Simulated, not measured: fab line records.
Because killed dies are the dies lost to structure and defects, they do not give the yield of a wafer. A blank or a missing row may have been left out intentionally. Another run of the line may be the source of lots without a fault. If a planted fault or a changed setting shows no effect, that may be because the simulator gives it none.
Which tool was responsible? ; flow sky130 ; 39 wafers from 13 lots sampled at 3 of the route's 708 steps

## WHAT THE GAUGES SHOWED, per wafer
SKY_RES_XHIGH_TW_MEAS_09. Usual: RES_XHIGH_TW typically reads 1623, with standard deviation 9.1.
lot;measured;on;RES_XHIGH_TW;flag
L462;day 26 23:14;filmMetro-04;1621 1633 1636;
L463;day 27 10:07;filmMetro-02;1620 1616 1629;
L464;day 27 12:56;filmMetro-03;1619 1617 1612;
L465;day 27 18:10;filmMetro-03;1611 1618 1614;
L466;day 28 04:41;filmMetro-02;1632 1618 1625;
L467;day 28 10:26;filmMetro-04;1617 1608 1622;
L470;day 29 12:11;filmMetro-04;1623 1620 1629;
L471;day 29 20:37;filmMetro-02;1615 1618 1614;
L472;day 30 05:29;filmMetro-04;1622 1622 1627;
L473;day 30 18:15;filmMetro-04;1620 1626 1637;
L477;day 31 20:20;filmMetro-04;1616 1621 1617;
L478;day 32 06:14;filmMetro-02;1584 1584 1594;OFF
L484;day 34 04:25;filmMetro-02;1610 1605 1608;

SKY_SD_N_RS_MEAS_18: uses a four-point probe to measure. Usual: RES_XHIGH_RS typically reads 333.5 ohm/sq, with standard deviation 1.3.
lot;measured;on;RES_XHIGH_RS (ohm/sq);flag
L462;day 28 04:38;filmMetro-04;332.3 332.7 332.2;
L463;day 28 15:47;filmMetro-04;333.3 333.7 335.0;
L464;day 28 18:08;filmMetro-03;333.1 333.2 333.7;
L465;day 29 00:08;filmMetro-02;334.0 333.7 335.3;
L466;day 29 09:14;filmMetro-04;331.1 332.1 332.5;
L467;day 29 15:35;filmMetro-03;334.3 334.2 334.1;
L470;day 30 16:56;filmMetro-02;332.3 334.1 333.0;
L471;day 31 01:37;filmMetro-03;334.3 334.5 335.3;
L472;day 31 09:49;filmMetro-02;333.3 332.2 333.6;
L473;day 31 22:58;filmMetro-04;333.3 334.5 336.0;
L477;day 33 00:16;filmMetro-03;334.0 334.3 334.0;
L478;day 33 09:35;filmMetro-02;350.9 351.8 351.4;OFF
L484;day 35 07:59;filmMetro-04;334.0 332.6 331.2;

## WHAT TOOL EACH LOT RAN ON (gives the tool, then ch and the chambers of the sampled wafers, and finally the start)
lot;SKY_RES_XHIGH_IMPLANT_07
L462;implanter-01 ch 0, day 26 22:59
L463;implanter-04 ch 0, day 27 09:53
L464;implanter-01 ch 0, day 27 12:41
L465;implanter-01 ch 0, day 27 17:55
L466;implanter-04 ch 0, day 28 04:26
L467;implanter-04 ch 0, day 28 10:13
L470;implanter-02 ch 0, day 29 11:56
L471;implanter-02 ch 0, day 29 20:22
L472;implanter-01 ch 0, day 30 05:14
L473;implanter-01 ch 0, day 30 18:02
L477;implanter-04 ch 0, day 31 20:07
L478;implanter-04 ch 0, day 32 06:00
L484;implanter-02 ch 0, day 34 04:13
- SKY_RES_XHIGH_IMPLANT_07

## WHAT THE TOOLS THEMSELVES READ (means of the sampled wafers that have a number; where no wafer has one, the mark that the record gives instead)
SKY_RES_XHIGH_IMPLANT_07. Usual: doseIonsCm2 3.599e+14, standard deviation 3.9e+11.
lot;tool;doseIonsCm2;flag
L462;implanter-01;3.597e+14;
L463;implanter-04;3.600e+14;
L464;implanter-01;3.596e+14;
L465;implanter-01;3.604e+14;
L466;implanter-04;3.599e+14;
L467;implanter-04;3.602e+14;
L470;implanter-02;3.596e+14;
L471;implanter-02;3.602e+14;
L472;implanter-01;3.599e+14;
L473;implanter-01;3.600e+14;
L477;implanter-04;3.599e+14;
L478;implanter-04;3.599e+14;
L484;implanter-02;3.598e+14;

## THE ANSWER, worked out from the rows above alone
Rule: take the mean of a lot's wafers that have a number; if it is more than 3 standard deviations from the usual mean, the lot is off. Also off: a lot with no number at a reading for which 4 or more lots have one. Where the step has rows for the other lots, those lots are counted as sound. First the gauges in route order, then the tools' own readings, where a lot's mean is used as printed above. The first step at which some lot is off is used, and at that step the reading that is off furthest; a lot without a number counts as furthest.
Off: L478, seen at SKY_RES_XHIGH_TW_MEAS_09 (RES_XHIGH_TW).
If a tool, at a process step before that reading, ran all the lots that are off and no sound lot after the first of them, it fits. Gauges at SKY_RES_XHIGH_TW_MEAS_09: tried the same way as those tools. One candidate fits, namely implanter-04 at SKY_RES_XHIGH_IMPLANT_07. A fault onset in the window from L477 (day 31 20:07, its last sound lot) to L478 (day 32 06:00, its first lot off) fits.

## WHAT WAS PUT IN BY THE SIMULATOR
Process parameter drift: implanter-04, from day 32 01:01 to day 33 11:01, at SKY_RES_XHIGH_IMPLANT_07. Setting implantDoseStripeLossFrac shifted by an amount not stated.
Lots struck among those shown: L478. Same finding as the rule above.
